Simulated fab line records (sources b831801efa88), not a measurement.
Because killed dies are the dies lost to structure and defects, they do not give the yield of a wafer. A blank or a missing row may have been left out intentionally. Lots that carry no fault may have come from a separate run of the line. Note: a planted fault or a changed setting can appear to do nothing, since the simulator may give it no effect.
fab line records + flow sky130
record:
- lots: 11
- wafers: 33
- lastDay: 51
route steps=708 shown CONTACT@406 METAL1@438 VIA3@575 PAD_OPEN@708
lots that met no fault: from a run of the same line without faults
startH: hours from the record's opening day to when the first of the lot's shown wafers began + waitH: hours elapsed since this lot's preceding step + " same as the row above + L1.1+2: one row covering several wafers at once + - value missing, or start not given + * or withheld: withheld + < > ~ a bound
route shown NAME@n: names a module that has steps shown in the file, with the first one's number in the route + usual: the fault-free wafers' mean and standard deviation + same: alike in all rows + chamber/n: place in a boat + sites: each site's reading + _std_site: standard deviation across them + _edge_site: mean of outer sites minus mean of inner sites + radiusMm: for every site, how far away it sits from the centre of the wafer + mask NAME#n: copy n + behind: the most recent tool/chamber to have shaped the wafer + hold: why the lot was held/for how many hours/how that ended + device: names the non-switching transistor (n, p or np) + end of line: the tests these same wafers got at the end of their route + a step given without rows: its recipe and nothing more + killed: the dies lost at the first sort to structure and to defects; this is not the yield of the wafer + map: shows each die of a wafer: x if killed, . if not, _ if none is there
set.NAME: the setting the step ran with; set.NAME@STEP: the setting that earlier step ran with + model.NAME: the simulator's own value behind a step, which no gauge read
steps of the route over a sample of lots; a table a step, a row a wafer
services: when a tool's chamber went out of use (startH, in hours from the record's first day, below 0 if earlier), for how many hours, and the reason
== steps ==
step: SKY_CONTACT_CVD_00
recipe:
- material: Si3N4
- targetThkNm: 75
- tempC: 400
- timeS: withheld
- rfW: 450
usual:
- heaterPowerW: 703/83
| lot.wafer | tool     | chamber | startH | waitH | heaterPowerW |
|-----------|----------|---------|--------|-------|--------------|
| L556.3    | pecvd-02 | 0       | 706.60 | 0.0   | 848          |
| L556.4    | "        | 0       | "      | "     | 853          |
| L556.6    | "        | 2       | "      | "     | 611          |
| L557.1    | pecvd-04 | 0       | 710.96 | 0.0   | 734          |
| L557.4    | "        | 2       | "      | "     | 752          |
| L557.5    | "        | 0       | "      | "     | 733          |
| L558.1    | pecvd-04 | 0       | 716.57 | 0.0   | 593          |
| L558.3    | "        | 2       | "      | "     | 713          |
| L558.5    | "        | 2       | "      | "     | 706          |
| L559.1    | pecvd-03 | 0       | 728.96 | 0.0   | 536          |
| L559.2    | "        | 2       | "      | "     | 587          |
| L559.5    | "        | 2       | "      | "     | 619          |
| L568.3    | pecvd-02 | 2       | 801.76 | 0.0   | 610          |
| L568.4    | "        | 0       | "      | "     | 815          |
| L568.5    | "        | 2       | "      | "     | 624          |
| L572.1    | pecvd-02 | 1       | 822.86 | 0.0   | 732          |
| L572.2    | "        | 0       | "      | "     | 853          |
| L572.4    | "        | 2       | "      | "     | 591          |
| L575.1    | pecvd-03 | 2       | 850.19 | 0.0   | 680          |
| L575.3    | "        | 1       | "      | "     | 673          |
| L575.4    | "        | 1       | "      | "     | 683          |
| L576.1    | pecvd-04 | 1       | 855.26 | 0.0   | 749          |
| L576.3    | "        | 2       | "      | "     | 749          |
| L576.6    | "        | 0       | "      | "     | 623          |
| L577.2    | pecvd-04 | 0       | 870.02 | 0.0   | 714          |
| L577.4    | "        | 2       | "      | "     | 757          |
| L577.5    | "        | 0       | "      | "     | 716          |
| L578.2    | pecvd-03 | 2       | 872.44 | 0.0   | 691          |
| L578.4    | "        | 2       | "      | "     | 701          |
| L578.5    | "        | 0       | "      | "     | 515          |
| L579.1    | pecvd-02 | 2       | 907.55 | 0.0   | 649          |
| L579.3    | "        | 2       | "      | "     | 652          |
| L579.6    | "        | 0       | "      | "     | 796          |
step: SKY_CONTACT_THK_MEAS_01
recipe:
- reads: Si3N4_of_CONTACT_CVD_00
usual:
- CONTACT_CVD_00_THK: 74.7/1.2
| lot.wafer | tool         | chamber | startH | waitH | CONTACT_CVD_00_THK[nm] |
|-----------|--------------|---------|--------|-------|------------------------|
| L556.3    | filmMetro-04 | -       | 706.66 | -     | 74.4                   |
| L556.4    | "            | -       | "      | "     | 75.4                   |
| L556.6    | "            | -       | "      | "     | 75.5                   |
| L557.1    | filmMetro-04 | -       | 710.99 | -     | 74.3                   |
| L557.4    | "            | -       | "      | "     | 75.3                   |
| L557.5    | "            | -       | "      | "     | 75.6                   |
| L558.1    | filmMetro-02 | -       | 716.60 | -     | 75.8                   |
| L558.3    | "            | -       | "      | "     | 73.0                   |
| L558.5    | "            | -       | "      | "     | 74.8                   |
| L559.1    | filmMetro-01 | -       | 728.99 | -     | 74.7                   |
| L559.2    | "            | -       | "      | "     | 72.1                   |
| L559.5    | "            | -       | "      | "     | 73.6                   |
| L568.3    | filmMetro-01 | -       | 801.81 | -     | 74.1                   |
| L568.4    | "            | -       | "      | "     | 74.0                   |
| L568.5    | "            | -       | "      | "     | 76.7                   |
| L572.1    | filmMetro-02 | -       | 822.89 | -     | 73.4                   |
| L572.2    | "            | -       | "      | "     | 72.9                   |
| L572.4    | "            | -       | "      | "     | 74.5                   |
| L575.1    | filmMetro-04 | -       | 850.22 | -     | 73.4                   |
| L575.3    | "            | -       | "      | "     | 74.6                   |
| L575.4    | "            | -       | "      | "     | 74.8                   |
| L576.1    | filmMetro-04 | -       | 855.29 | -     | 74.5                   |
| L576.3    | "            | -       | "      | "     | 73.1                   |
| L576.6    | "            | -       | "      | "     | 76.2                   |
| L577.2    | filmMetro-04 | -       | 870.07 | -     | 73.2                   |
| L577.4    | "            | -       | "      | "     | 73.2                   |
| L577.5    | "            | -       | "      | "     | 74.9                   |
| L578.2    | filmMetro-01 | -       | 872.48 | -     | 73.8                   |
| L578.4    | "            | -       | "      | "     | 76.0                   |
| L578.5    | "            | -       | "      | "     | 76.2                   |
| L579.1    | filmMetro-02 | -       | 907.60 | -     | 74.1                   |
| L579.3    | "            | -       | "      | "     | 75.8                   |
| L579.6    | "            | -       | "      | "     | 74.4                   |
step: SKY_METAL1_SPUTTER_04
recipe:
- material: TiN
- targetThkNm: 70
- powerW: 6500
- timeS: 58.3
- chamberPressurePa: 0.4
usual:
- throttleValvePct: 30.2/1
| lot.wafer | tool          | chamber | startH | waitH | throttleValvePct |
|-----------|---------------|---------|--------|-------|------------------|
| L556.3    | pvdSputter-03 | -       | 736.01 | 0.0   | 29.2             |
| L556.4    | "             | -       | "      | "     | 30.3             |
| L556.6    | "             | -       | "      | "     | 31.1             |
| L557.1    | pvdSputter-03 | -       | 739.96 | 0.0   | 30.6             |
| L557.4    | "             | -       | "      | "     | 31.0             |
| L557.5    | "             | -       | "      | "     | 30.3             |
| L558.1    | pvdSputter-01 | -       | 747.17 | 0.0   | 31.8             |
| L558.3    | "             | -       | "      | "     | 30.6             |
| L558.5    | "             | -       | "      | "     | 31.1             |
| L559.1    | pvdSputter-03 | -       | 757.14 | 0.0   | 29.8             |
| L559.2    | "             | -       | "      | "     | 29.3             |
| L559.5    | "             | -       | "      | "     | 29.0             |
| L568.3    | pvdSputter-01 | -       | 830.44 | 0.0   | 29.9             |
| L568.4    | "             | -       | "      | "     | 29.9             |
| L568.5    | "             | -       | "      | "     | 31.6             |
| L572.1    | pvdSputter-03 | -       | 850.56 | 0.0   | 29.7             |
| L572.2    | "             | -       | "      | "     | 30.6             |
| L572.4    | "             | -       | "      | "     | 29.6             |
| L575.1    | pvdSputter-01 | -       | 878.58 | 0.0   | 31.1             |
| L575.3    | "             | -       | "      | "     | 30.3             |
| L575.4    | "             | -       | "      | "     | 30.0             |
| L576.1    | pvdSputter-03 | -       | 883.21 | 0.0   | 30.5             |
| L576.3    | "             | -       | "      | "     | 29.9             |
| L576.6    | "             | -       | "      | "     | 30.8             |
| L577.2    | pvdSputter-01 | -       | 897.71 | 0.0   | 30.9             |
| L577.4    | "             | -       | "      | "     | 31.7             |
| L577.5    | "             | -       | "      | "     | 30.9             |
| L578.2    | pvdSputter-03 | -       | 899.91 | 0.0   | 30.3             |
| L578.4    | "             | -       | "      | "     | 29.0             |
| L578.5    | "             | -       | "      | "     | 29.1             |
| L579.1    | pvdSputter-01 | -       | 934.65 | 0.0   | 31.3             |
| L579.3    | "             | -       | "      | "     | 30.1             |
| L579.6    | "             | -       | "      | "     | 30.6             |
step: SKY_VIA3_CMP_02
recipe:
- material: SiO2
- downForcePsi: 4
- platenRpm: 60
- padVelocityMS: 0.94248
usual:
- motorCurrentA: 11.9/0.86
| lot.wafer | tool   | chamber | startH  | waitH | motorCurrentA |
|-----------|--------|---------|---------|-------|---------------|
| L556.3    | cmp-02 | 3       | 901.84  | 0.0   | 11.6          |
| L556.4    | "      | 2       | "       | "     | 12.4          |
| L556.6    | "      | 3       | "       | "     | 11.7          |
| L557.1    | cmp-02 | 2       | 905.42  | 0.1   | 12.0          |
| L557.4    | "      | 1       | "       | "     | 11.5          |
| L557.5    | "      | 3       | "       | "     | 11.6          |
| L558.3    | cmp-01 | 3       | 911.90  | 0.1   | 11.2          |
| L558.1    | "      | 1       | "       | "     | 13.6          |
| L558.5    | "      | 3       | "       | "     | 11.1          |
| L559.2    | cmp-02 | 1       | 922.30  | 0.0   | 11.7          |
| L559.1    | "      | 3       | "       | "     | 12.5          |
| L559.5    | "      | 1       | "       | "     | 11.1          |
| L568.3    | cmp-01 | 1       | 989.02  | 0.2   | 14.2          |
| L568.4    | "      | 2       | "       | "     | 12.9          |
| L568.5    | "      | 1       | "       | "     | 13.5          |
| L572.1    | cmp-02 | 3       | 1008.14 | 0.4   | 12.6          |
| L572.4    | "      | 0       | "       | "     | 10.6          |
| L572.2    | "      | 2       | "       | "     | 12.2          |
| L575.3    | cmp-02 | 2       | 1031.96 | 0.1   | 12.5          |
| L575.1    | "      | 3       | "       | "     | 11.7          |
| L575.4    | "      | 0       | "       | "     | 11.5          |
| L576.3    | cmp-02 | 0       | 1035.97 | 0.1   | 10.9          |
| L576.1    | "      | 1       | "       | "     | 11.2          |
| L576.6    | "      | 3       | "       | "     | 12.4          |
| L577.4    | cmp-01 | 1       | 1048.92 | 0.0   | 13.5          |
| L577.2    | "      | 2       | "       | "     | 12.6          |
| L577.5    | "      | 1       | "       | "     | 13.9          |
| L578.2    | cmp-02 | 0       | 1049.73 | 0.0   | 10.8          |
| L578.4    | "      | 3       | "       | "     | 12.3          |
| L578.5    | "      | 0       | "       | "     | 10.5          |
| L579.1    | cmp-02 | 3       | 1080.31 | 0.1   | 11.7          |
| L579.3    | "      | 0       | "       | "     | 10.6          |
| L579.6    | "      | 3       | "       | "     | 12.6          |
step: SKY_VIA3_BOW_MEAS_03
recipe:
- mode: bow
usual:
- VIA3_BOW: 81/7.5
| lot.wafer | tool         | chamber | startH  | waitH | hold                    | VIA3_BOW[um] |
|-----------|--------------|---------|---------|-------|-------------------------|--------------|
| L556.3    | filmMetro-03 | -       | 902.18  | 0.3   | -                       | 85           |
| L556.4    | "            | -       | "       | "     | -                       | 84           |
| L556.6    | "            | -       | "       | "     | -                       | 87           |
| L557.1    | filmMetro-02 | -       | 905.72  | 0.2   | -                       | 74           |
| L557.4    | "            | -       | "       | "     | -                       | 86           |
| L557.5    | "            | -       | "       | "     | -                       | 78           |
| L558.1    | filmMetro-02 | -       | 912.15  | 0.1   | -                       | 81           |
| L558.3    | "            | -       | "       | "     | -                       | 69           |
| L558.5    | "            | -       | "       | "     | -                       | 67           |
| L559.1    | filmMetro-01 | -       | 922.60  | 0.1   | awaitDispo/0.2h/release | 79           |
| L559.2    | "            | -       | "       | "     | awaitDispo/0.2h/release | 67           |
| L559.5    | "            | -       | "       | "     | awaitDispo/0.2h/release | 58           |
| L559.1    | filmMetro-01 | -       | 922.89  | 0.3   | -                       | -            |
| L559.2    | "            | -       | "       | "     | -                       | -            |
| L559.5    | "            | -       | "       | "     | -                       | -            |
| L568.3    | filmMetro-03 | -       | 989.31  | 0.2   | -                       | 82           |
| L568.4    | "            | -       | "       | "     | -                       | 84           |
| L568.5    | "            | -       | "       | "     | -                       | 89           |
| L572.1    | filmMetro-03 | -       | 1008.44 | 0.2   | -                       | 84           |
| L572.2    | "            | -       | "       | "     | -                       | 85           |
| L572.4    | "            | -       | "       | "     | -                       | 94           |
| L575.1    | filmMetro-01 | -       | 1032.21 | 0.1   | -                       | 77           |
| L575.3    | "            | -       | "       | "     | -                       | 76           |
| L575.4    | "            | -       | "       | "     | -                       | 88           |
| L576.1    | filmMetro-03 | -       | 1036.22 | 0.1   | -                       | 76           |
| L576.3    | "            | -       | "       | "     | -                       | 76           |
| L576.6    | "            | -       | "       | "     | -                       | 87           |
| L577.2    | filmMetro-02 | -       | 1049.24 | 0.2   | -                       | 74           |
| L577.4    | "            | -       | "       | "     | -                       | 74           |
| L577.5    | "            | -       | "       | "     | -                       | 75           |
| L578.2    | filmMetro-03 | -       | 1050.05 | 0.3   | -                       | 75           |
| L578.4    | "            | -       | "       | "     | -                       | 88           |
| L578.5    | "            | -       | "       | "     | -                       | 76           |
| L579.1    | filmMetro-03 | -       | 1080.61 | 0.2   | -                       | 67           |
| L579.3    | "            | -       | "       | "     | -                       | 73           |
| L579.6    | "            | -       | "       | "     | -                       | 75           |
step: SKY_VIA3_ETCH_15
recipe:
- target: SiO2
- chemistry: C4F8/O2/Ar
- targetDepthNm: 507
- stopOn: TiN
- maskMaterial: KrF-thick
- sourceW: 1500
- biasW: 1200
- pressureMtorr: 40
- c4f8FlowSccm: withheld
- O2_flow_sccm: 6
- Ar_flow_sccm: 300
- timeS: 78
usual:
- oesProductAu: 0.947/0.0053
| lot.wafer | tool       | chamber | startH  | waitH | oesProductAu | rfHoursCounterH |
|-----------|------------|---------|---------|-------|--------------|-----------------|
| L556.3    | rieDiel-04 | 1       | 927.25  | 0.0   | 0.955        | 19              |
| L556.4    | "          | 0       | "       | "     | 0.952        | 17              |
| L556.6    | "          | 2       | "       | "     | 0.931        | -               |
| L557.1    | rieDiel-01 | 0       | 930.94  | 0.0   | 0.950        | 15              |
| L557.4    | "          | 2       | "       | "     | 0.941        | 24              |
| L557.5    | "          | 2       | "       | "     | 0.940        | -               |
| L558.1    | rieDiel-01 | 2       | 936.70  | 0.0   | 0.945        | 24              |
| L558.3    | "          | 0       | "       | "     | 0.952        | 15              |
| L558.5    | "          | 1       | "       | "     | 0.946        | -               |
| L559.1    | rieDiel-01 | 1       | 947.19  | 0.0   | 0.945        | 19              |
| L559.2    | "          | 0       | "       | "     | 0.886        | 16              |
| L559.5    | "          | 1       | "       | "     | 0.947        | -               |
| L568.3    | rieDiel-04 | 2       | 1012.00 | 0.0   | 0.952        | 23              |
| L568.4    | "          | 0       | "       | "     | 0.949        | 20              |
| L568.5    | "          | 1       | "       | "     | 0.951        | -               |
| L572.1    | rieDiel-04 | 0       | 1031.15 | 0.0   | 0.954        | 20              |
| L572.2    | "          | 2       | "       | "     | 0.943        | 24              |
| L572.4    | "          | 1       | "       | "     | 0.945        | 22              |
| L575.1    | rieDiel-04 | 1       | 1054.05 | 0.0   | 0.943        | 23              |
| L575.3    | "          | 2       | "       | "     | 0.956        | 25              |
| L575.4    | "          | 3       | "       | "     | 0.954        | 14              |
| L576.1    | rieDiel-01 | 2       | 1057.69 | 0.0   | 0.935        | 28              |
| L576.3    | "          | 0       | "       | "     | 0.946        | 19              |
| L576.6    | "          | 2       | "       | "     | 0.944        | -               |
| L577.2    | rieDiel-03 | 3       | 1070.69 | 0.0   | 0.942        | 9               |
| L577.4    | "          | 1       | "       | "     | 0.949        | 17              |
| L577.5    | "          | 2       | "       | "     | 0.948        | -               |
| L578.2    | rieDiel-04 | 0       | 1071.64 | 0.0   | 0.951        | 22              |
| L578.4    | "          | 2       | "       | "     | 0.946        | 25              |
| L578.5    | "          | 0       | "       | "     | 0.955        | -               |
| L579.1    | rieDiel-01 | 1       | 1100.90 | 0.0   | 0.953        | 24              |
| L579.3    | "          | 3       | "       | "     | 0.942        | 9               |
| L579.6    | "          | 3       | "       | "     | 0.945        | -               |
step: SKY_PAD_OPEN_PROBE_99
usual:
- defectLimitedYield: 82.6/1.8
- killed_at_M0_to_M3: 43/6.5
- killed_at_M4_up: 3.1/1.8
- killedAtContacts: 24/5.6
- killedAtFrontEnd: 15/4.2
- killedAtOther: 0.3/0.5
- killedDies: 86/8.9
- killedOpen: 47/6.9
- killedShort: 39/5.9
- sort_bin_3_pad_short: 0.9/0.39
- sort_bin_5_function: 10.4/1.6
- sort_bin_6_memory: 6.2/1
- sortNPass: 406/8.9
- sortYieldPct: 82.6/1.8
same:
- grossDies: 492
- killedAtBackSide: 0
- sort_bin_4_leakage[%]: 0
- sort_bin_8_speed[%]: 0
| lot.wafer | tool      | chamber | startH  | waitH | defectLimitedYield[%] | killed_at_M0_to_M3 | killed_at_M4_up | killedAtContacts | killedAtFrontEnd | killedAtOther | killedDies | killedOpen | killedShort | sort_bin_3_pad_short[%] | sort_bin_5_function[%] | sort_bin_6_memory[%] | sortNPass | sortYieldPct[%] |
|-----------|-----------|---------|---------|-------|-----------------------|--------------------|-----------------|------------------|------------------|---------------|------------|------------|-------------|-------------------------|------------------------|----------------------|-----------|-----------------|
| L557.1    | prober-02 | -       | 1076.89 | 0.1   | 83.3                  | 39                 | 5               | 22               | 16               | 0             | 82         | 45         | 37          | 1.0                     | 10.4                   | 5.3                  | 410       | 83.3            |
| L557.4    | prober-02 | -       | 1077.04 | 0.2   | 87.0                  | 29                 | 3               | 17               | 15               | 0             | 64         | 34         | 30          | 0.2                     | 7.1                    | 5.7                  | 428       | 87.0            |
| L557.5    | prober-02 | -       | 1077.09 | 0.2   | 81.5                  | 49                 | 4               | 19               | 18               | 1             | 91         | 54         | 37          | 1.0                     | 11.4                   | 6.1                  | 401       | 81.5            |
| L559.1    | prober-02 | -       | 1091.57 | 0.1   | 80.9                  | 51                 | 4               | 23               | 16               | 0             | 94         | 52         | 42          | 1.4                     | 10.0                   | 7.7                  | 398       | 80.9            |
| L568.3    | prober-02 | -       | 1145.38 | 0.2   | 80.9                  | 47                 | 3               | 30               | 14               | 0             | 94         | 57         | 37          | 0.8                     | 11.4                   | 6.9                  | 398       | 80.9            |
| L568.4    | prober-02 | -       | 1145.43 | 0.2   | 80.5                  | 54                 | 0               | 24               | 17               | 1             | 96         | 64         | 32          | 1.0                     | 12.2                   | 6.3                  | 396       | 80.5            |
| L568.5    | prober-02 | -       | 1145.48 | 0.2   | 83.7                  | 37                 | 5               | 25               | 13               | 0             | 80         | 42         | 38          | 1.2                     | 9.1                    | 5.9                  | 412       | 83.7            |
| L576.1    | prober-02 | -       | 1180.46 | 0.1   | 82.3                  | 50                 | 2               | 28               | 7                | 0             | 87         | 45         | 42          | 1.2                     | 9.6                    | 6.9                  | 405       | 82.3            |
| L576.3    | prober-02 | -       | 1180.56 | 0.2   | 81.3                  | 51                 | 2               | 26               | 13               | 0             | 92         | 52         | 40          | 0.8                     | 12.4                   | 5.5                  | 400       | 81.3            |
| L576.6    | prober-02 | -       | 1180.71 | 0.2   | 83.9                  | 39                 | 4               | 22               | 14               | 0             | 79         | 47         | 32          | 0.2                     | 9.1                    | 6.7                  | 413       | 83.9            |
| L577.2    | prober-01 | -       | 1189.46 | 0.1   | 85.4                  | 39                 | 0               | 20               | 13               | 0             | 72         | 40         | 32          | 0.8                     | 10.4                   | 3.5                  | 420       | 85.4            |
| L577.4    | prober-01 | -       | 1189.56 | 0.2   | 86.0                  | 32                 | 1               | 23               | 13               | 0             | 69         | 34         | 35          | 0.2                     | 7.7                    | 6.1                  | 423       | 86.0            |
| L577.5    | prober-01 | -       | 1189.61 | 0.2   | 85.0                  | 36                 | 1               | 29               | 7                | 1             | 74         | 45         | 29          | 0.4                     | 9.8                    | 4.9                  | 418       | 85.0            |
killed by level:class
L557.1 VIA1:geometricParticle:open=11 CONTACT:geometricParticle:open=10 CONTACT:geometricParticle:short=6 VIA3:geometricParticle:open=5 FIELD_ISO:geometricParticle:open=4 FIELD_ISO:geometricParticle:short=4 METAL2:geometricParticle:short=4 VIA2:geometricParticle:short=4
L557.4 LI_CONTACT:geometricParticle:open=9 FIELD_ISO:geometricParticle:short=6 VIA1:geometricParticle:open=6 CONTACT:geometricParticle:open=4 VIA2:geometricParticle:open=4 METAL2:geometricParticle:short=4 POLY_GATE:geometricParticle:open=3 SPACER:geometricParticle:short=3
L557.5 VIA3:geometricParticle:open=10 VIA1:geometricParticle:open=9 METAL2:geometricParticle:short=7 VIA2:geometricParticle:open=7 CONTACT:geometricParticle:open=6 POLY_GATE:geometricParticle:open=5 FIELD_ISO:geometricParticle:short=4 LI_CONTACT:geometricParticle:open=4
L559.1 VIA3:geometricParticle:open=10 METAL2:geometricParticle:short=9 LI_CONTACT:geometricParticle:open=8 VIA1:geometricParticle:open=8 CONTACT:geometricParticle:open=7 METAL1:geometricParticle:open=6 FIELD_ISO:geometricParticle:short=5 POLY_GATE:geometricParticle:short=4
L568.3 VIA1:geometricParticle:open=13 LI_CONTACT:geometricParticle:open=10 CONTACT:geometricParticle:open=7 VIA3:geometricParticle:open=6 VIA2:geometricParticle:open=5 FIELD_ISO:geometricParticle:open=4 CONTACT:geometricParticle:short=4 LOCAL_INTERCONNECT:geometricParticle:open=4
L568.4 VIA1:geometricParticle:open=17 VIA2:geometricParticle:open=10 CONTACT:geometricParticle:open=8 LI_CONTACT:geometricParticle:open=8 FIELD_ISO:geometricParticle:open=7 METAL2:geometricParticle:short=6 VIA3:geometricParticle:open=6 METAL1:geometricParticle:short=5
L568.5 CONTACT:geometricParticle:open=8 VIA1:geometricParticle:open=8 VIA1:geometricParticle:short=7 VIA3:geometricParticle:open=6 CONTACT:geometricParticle:short=5 VIA2:geometricParticle:open=5 LI_CONTACT:geometricParticle:short=4 LI_CONTACT:geometricParticle:open=4
L576.1 METAL2:geometricParticle:short=11 VIA3:geometricParticle:open=11 CONTACT:geometricParticle:open=10 VIA1:geometricParticle:open=10 LI_CONTACT:geometricParticle:open=8 FIELD_ISO:geometricParticle:short=4 LOCAL_INTERCONNECT:geometricParticle:short=4 VIA1:geometricParticle:short=4
L576.3 CONTACT:geometricParticle:open=9 VIA2:geometricParticle:open=9 METAL2:geometricParticle:short=8 METAL1:geometricParticle:short=8 VIA1:geometricParticle:open=8 LI_CONTACT:geometricParticle:open=7 LOCAL_INTERCONNECT:geometricParticle:short=5 VIA3:geometricParticle:open=5
L576.6 LI_CONTACT:geometricParticle:open=9 VIA1:geometricParticle:open=8 VIA2:geometricParticle:open=8 CONTACT:geometricParticle:open=6 VIA1:geometricParticle:short=5 VIA3:geometricParticle:open=5 POLY_GATE:geometricParticle:open=4 VIA3:geometricParticle:short=4
L577.2 VIA1:geometricParticle:open=15 VIA3:geometricParticle:open=7 LI_CONTACT:geometricParticle:short=6 VIA1:geometricParticle:short=6 POLY_GATE:geometricParticle:short=5 CONTACT:geometricParticle:open=4 POLY_GATE:geometricParticle:open=3 LI_CONTACT:geometricParticle:open=3
L577.4 FIELD_ISO:geometricParticle:short=6 LI_CONTACT:geometricParticle:open=6 LOCAL_INTERCONNECT:geometricParticle:short=6 CONTACT:geometricParticle:open=6 VIA1:geometricParticle:open=6 VIA1:geometricParticle:short=5 CONTACT:geometricParticle:short=4 METAL2:geometricParticle:short=4
L577.5 CONTACT:geometricParticle:open=13 LI_CONTACT:geometricParticle:open=11 VIA3:geometricParticle:open=7 VIA2:geometricParticle:short=6 VIA2:geometricParticle:open=5 METAL3:geometricParticle:short=5 METAL1:geometricParticle:short=4 LOCAL_INTERCONNECT:geometricParticle:short=3
== services ==
| tool          | chamber | startH  | hours | kind   |
|---------------|---------|---------|-------|--------|
| cmp-02        | -       | 688.07  | 0.6   | repair |
| cmp-02        | -       | 689.87  | 8.6   | pm     |
| rieDiel-04    | 0       | 691.29  | 6.7   | repair |
| cmp-02        | -       | 701.02  | 0.5   | repair |
| rieDiel-04    | -       | 710.96  | 0.4   | repair |
| rieDiel-04    | 3       | 711.32  | 10.7  | repair |
| rieDiel-01    | 0       | 731.64  | 6.9   | repair |
| pvdSputter-03 | -       | 741.38  | 0.8   | repair |
| cmp-02        | -       | 744.11  | 4.0   | pm     |
| rieDiel-04    | 3       | 745.15  | 2.8   | repair |
| rieDiel-04    | 3       | 756.04  | 2.6   | repair |
| cmp-02        | -       | 770.27  | 2.5   | repair |
| rieDiel-04    | 2       | 775.56  | 3.5   | repair |
| rieDiel-04    | 2       | 812.05  | 1.5   | repair |
| pvdSputter-01 | -       | 863.33  | 0.8   | repair |
| cmp-02        | -       | 875.67  | 2.1   | repair |
| rieDiel-01    | 2       | 888.90  | 2.2   | repair |
| rieDiel-01    | -       | 907.19  | 4.3   | pm     |
| cmp-02        | -       | 933.75  | 6.9   | pm     |
| rieDiel-01    | 3       | 935.24  | 12.9  | repair |
| cmp-02        | -       | 951.22  | 1.3   | repair |
| cmp-02        | -       | 983.91  | 6.3   | repair |
| cmp-02        | -       | 1084.18 | 4.0   | pm     |
| cmp-02        | -       | 1091.07 | 1.6   | repair |
== key ==
firstSign:
- step: SKY_VIA3_BOW_MEAS_03
- reading: visit
- direction: added
effect:
- step: SKY_VIA3_ETCH_15
- reading: oesProductAu
- direction: down
- sigmas: 12
- usual: 0.947
- struck: 0.886
metAt SKY_VIA3_CMP_02
struckLots L559
struckWafers L559.2
notActingAt SKY_CONTACT_CVD_00,SKY_CONTACT_THK_MEAS_01,SKY_METAL1_SPUTTER_04
onsetBetween 905.42 922.30
fault:
- kind: processParameterDrift
- tool: cmp-02
- chamber: -
- onsetH: 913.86
- steps: SKY_VIA3_CMP_02
- channel: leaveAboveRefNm
- offset: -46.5
- shape: step
- endH: 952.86
- scope: struckWafersOnly
- actsIn: theseRecipesOnly
- stated: 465
